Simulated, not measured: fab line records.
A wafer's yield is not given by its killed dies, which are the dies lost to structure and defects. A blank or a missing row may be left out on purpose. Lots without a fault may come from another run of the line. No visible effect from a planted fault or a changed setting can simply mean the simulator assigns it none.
The tool behind it: which one? | flow gf180mcu | Sampling: 12 lots, 36 wafers, 5 of 602 route steps

== WHAT THE GAUGES READ, wafer by wafer ==
GF_POLY_GATE_CD_MEAS_10: target cd 280 nm. Usual: cdNm reads 279.7 nm (standard deviation 1.2).
lot  | measured     | on       | cdNm (nm)         | flag
L690 | day 9 18:22  | cdSem-01 | 280.8 279.7 280.1 | 
L691 | day 9 22:26  | cdSem-02 | 281.4 282.3 281.9 | 
L692 | day 10 07:56 | cdSem-02 | 280.4 281.3 280.9 | 
L693 | day 10 19:36 | cdSem-02 | 279.6 278.0 279.1 | 
L701 | day 12 21:33 | cdSem-01 | 278.0 277.8 279.7 | 
L704 | day 14 04:45 | cdSem-02 | 279.3 279.3 279.3 | 
L707 | day 14 19:40 | cdSem-02 | 280.1 278.2 279.6 | 
L708 | day 15 07:17 | cdSem-02 | 281.6 281.8 281.7 | 
L709 | day 15 12:17 | cdSem-02 | 276.8 278.4 277.2 | 
L710 | day 15 23:48 | cdSem-02 | 280.0 280.9 281.6 | 
L711 | day 16 04:32 | cdSem-02 | 279.2 278.4 279.2 | 
L712 | day 16 12:15 | cdSem-02 | 278.9 277.7 279.6 | 

GF_PSD_RS_MEAS_14: measurement is done with a four-point probe. Usual: NSD_RS gives 46.14 ohm/sq (standard deviation 0.088).
lot  | measured     | on           | NSD_RS (ohm/sq)   | flag
L690 | day 15 06:53 | filmMetro-01 | 46.21 46.10 46.24 | 
L691 | day 15 08:25 | filmMetro-04 | 46.40 46.10 46.13 | 
L692 | day 15 18:01 | filmMetro-03 | 46.02 46.12 46.12 | 
L693 | day 16 09:10 | filmMetro-01 | 46.22 46.18 46.17 | 
L701 | day 18 19:43 | filmMetro-04 | 46.26 46.21 46.13 | 
L704 | day 20 08:43 | filmMetro-03 | 42.26 46.15 46.22 | OFF
L707 | day 21 02:38 | filmMetro-03 | 42.07 46.07 46.20 | OFF
L708 | day 21 13:49 | filmMetro-04 | 46.17 46.17 46.14 | 
L709 | day 21 18:41 | filmMetro-04 | 46.13 46.07 46.19 | 
L710 | day 22 08:46 | filmMetro-04 | 46.07 46.03 46.20 | 
L711 | day 22 12:46 | filmMetro-03 | 45.95 46.07 46.02 | 
L712 | day 22 21:19 | filmMetro-04 | 46.20 46.13 46.25 | 

GF_PSD_RS_MEAS_15: measurement is done with a four-point probe. Usual: PSD_RS gives 108.57 ohm/sq (standard deviation 0.27).
lot  | measured     | on           | PSD_RS (ohm/sq)      | flag
L690 | day 15 07:00 | filmMetro-01 | 108.82 108.78 108.82 | 
L691 | day 15 08:32 | filmMetro-04 | 108.81 108.52 108.54 | 
L692 | day 15 18:08 | filmMetro-03 | 108.37 108.99 108.52 | 
L693 | day 16 09:17 | filmMetro-01 | 108.23 108.46 108.20 | 
L701 | day 18 19:50 | filmMetro-04 | 108.75 108.72 108.84 | 
L704 | day 20 08:50 | filmMetro-03 | 101.33 108.67 108.49 | OFF
L707 | day 21 02:45 | filmMetro-03 | 101.36 108.24 108.61 | OFF
L708 | day 21 13:56 | filmMetro-04 | 108.61 108.32 108.46 | 
L709 | day 21 18:49 | filmMetro-04 | 108.29 108.42 108.24 | 
L710 | day 22 08:53 | filmMetro-04 | 107.78 108.42 108.82 | 
L711 | day 22 12:53 | filmMetro-03 | 108.03 108.15 108.51 | 
L712 | day 22 21:26 | filmMetro-04 | 109.09 108.97 108.73 | 

== EACH LOT AND THE TOOL THAT RAN IT (in order: tool; ch and the chambers of the sampled wafers; start) ==
lot  | GF_POLY_GATE_ETCH_13            | GF_PSD_RTA_13
L690 | rieSi-02 ch 2,3, day 9 18:32    | rtpAnneal-01 ch 0, day 15 06:48
L691 | rieSi-02 ch 0,3, day 9 22:37    | rtpAnneal-02 ch 0, day 15 08:19
L692 | rieSi-02 ch 0,1,3, day 10 08:07 | rtpAnneal-01 ch 0, day 15 17:55
L693 | rieSi-01 ch 0,2, day 10 19:50   | rtpAnneal-01 ch 0, day 16 09:05
L701 | rieSi-01 ch 1,2, day 12 21:44   | rtpAnneal-02 ch 0, day 18 19:37
L704 | rieSi-02 ch 0,2,3, day 14 04:57 | rtpAnneal-01 ch 0, day 20 08:38
L707 | rieSi-02 ch 1,3, day 14 19:49   | rtpAnneal-01 ch 0, day 21 02:32
L708 | rieSi-01 ch 2,3, day 15 07:28   | rtpAnneal-02 ch 0, day 21 13:44
L709 | rieSi-01 ch 0,1,2, day 15 12:29 | rtpAnneal-02 ch 0, day 21 18:37
L710 | rieSi-02 ch 1,2, day 15 23:59   | rtpAnneal-02 ch 0, day 22 08:40
L711 | rieSi-02 ch 0,2, day 16 04:44   | rtpAnneal-02 ch 0, day 22 12:41
L712 | rieSi-01 ch 0,1, day 16 12:24   | rtpAnneal-02 ch 0, day 22 21:13
- GF_POLY_GATE_ETCH_13: etches poly-Si in HBr/Cl2, stops on SiO2, target depth 198.5 nm, time 69.6 s.
- GF_PSD_RTA_13: time 20 s.

== WHAT THE TOOLS THEMSELVES READ (means of the sampled wafers that have a number; where no wafer has one, the mark that the record gives instead) ==
GF_POLY_GATE_ETCH_13. Usual: drypumpMotorCurrentA 5.6 A, standard deviation 0.39; oesProductAu 0.983 a.u., standard deviation 0.012; throttleValvePct 33.684 %, standard deviation 0.0095.
lot  | tool     | drypumpMotorCurrentA (A) | oesProductAu (a.u.) | throttleValvePct (%) | flag
L690 | rieSi-02 | 6.0                      | 0.988               | 33.690               | 
L691 | rieSi-02 | 5.6                      | 0.998               | 33.689               | 
L692 | rieSi-02 | 5.7                      | 0.987               | 33.688               | 
L693 | rieSi-01 | 5.2                      | 0.986               | 33.689               | 
L701 | rieSi-01 | 5.1                      | 0.982               | 33.683               | 
L704 | rieSi-02 | 5.8                      | 0.988               | 33.686               | 
L707 | rieSi-02 | 5.9                      | 0.986               | 33.682               | 
L708 | rieSi-01 | 5.4                      | 0.986               | 33.675               | 
L709 | rieSi-01 | 5.2                      | 0.985               | 33.688               | 
L710 | rieSi-02 | 6.1                      | 0.981               | 33.681               | 
L711 | rieSi-02 | 5.8                      | 0.983               | 33.686               | 
L712 | rieSi-01 | 5.3                      | 0.972               | 33.682               | 

GF_PSD_RTA_13. Usual: lampPowerPct 31.4 %, standard deviation 1.5; runLengthS 48.7 s, standard deviation 0.75; wafer_temp_C_max 1030.4, standard deviation 1.
lot  | tool         | lampPowerPct (%) | runLengthS (s) | wafer_temp_C_max | flag
L690 | rtpAnneal-01 | 33.1             | 48.6           | 1030.4           | 
L691 | rtpAnneal-02 | 30.2             | 48.3           | 1031.1           | 
L692 | rtpAnneal-01 | 33.1             | 48.5           | 1029.9           | 
L693 | rtpAnneal-01 | 33.1             | 48.7           | 1030.1           | 
L701 | rtpAnneal-02 | 30.1             | 48.4           | 1030.1           | 
L704 | rtpAnneal-01 | 33.1             | 55.7           | 1029.8           | OFF
L707 | rtpAnneal-01 | 33.1             | 55.8           | 1030.8           | OFF
L708 | rtpAnneal-02 | 30.2             | 48.4           | 1030.8           | 
L709 | rtpAnneal-02 | 30.1             | 48.3           | 1030.7           | 
L710 | rtpAnneal-02 | 30.1             | 48.2           | 1030.0           | 
L711 | rtpAnneal-02 | 30.1             | 48.5           | 1031.2           | 
L712 | rtpAnneal-02 | 30.1             | 48.3           | 1031.1           | 

== THE ANSWER, worked out from the rows above alone ==
Rule: take the mean of a lot's wafers that have a number; if it is more than 3 standard deviations from the usual mean, the lot is off. A lot without any number at a reading at which 4 lots or more have one is off too. Where the step has rows for the other lots, those lots are counted as sound. After the gauges, taken in route order, come the tools' own readings; for these a lot's mean is taken, as printed above. The first step at which some lot is off is used, and at that step the reading that is off furthest; a lot without a number counts as furthest.
Off: L704, L707, seen at GF_PSD_RS_MEAS_14 (NSD_RS).
A tool fits if, at a process step before that reading, it ran every lot that is off, and no sound lot after the first of them. The gauges at GF_PSD_RS_MEAS_14 aren't tried: what is off there is off at GF_PSD_RTA_13 too, on other tools, and a gauge's error can't cause that. One fits: rtpAnneal-01 at GF_PSD_RTA_13. Its last sound lot is L693 (day 16 09:05), its first lot that is off L704 (day 20 08:38): a fault that began between those two fits.
The tool's own readings at GF_PSD_RTA_13 bear it out: on the lots that are off they differ by more than 5 times the standard deviation of the sound lots' means. runLengthS reads 55.8 s there against 48.4 s on the sound lots.

== WHAT HAD BEEN PUT IN BY THE SIMULATOR ==
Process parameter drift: rtpAnneal-01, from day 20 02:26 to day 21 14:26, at GF_PSD_RTA_13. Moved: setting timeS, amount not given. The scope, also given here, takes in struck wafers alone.
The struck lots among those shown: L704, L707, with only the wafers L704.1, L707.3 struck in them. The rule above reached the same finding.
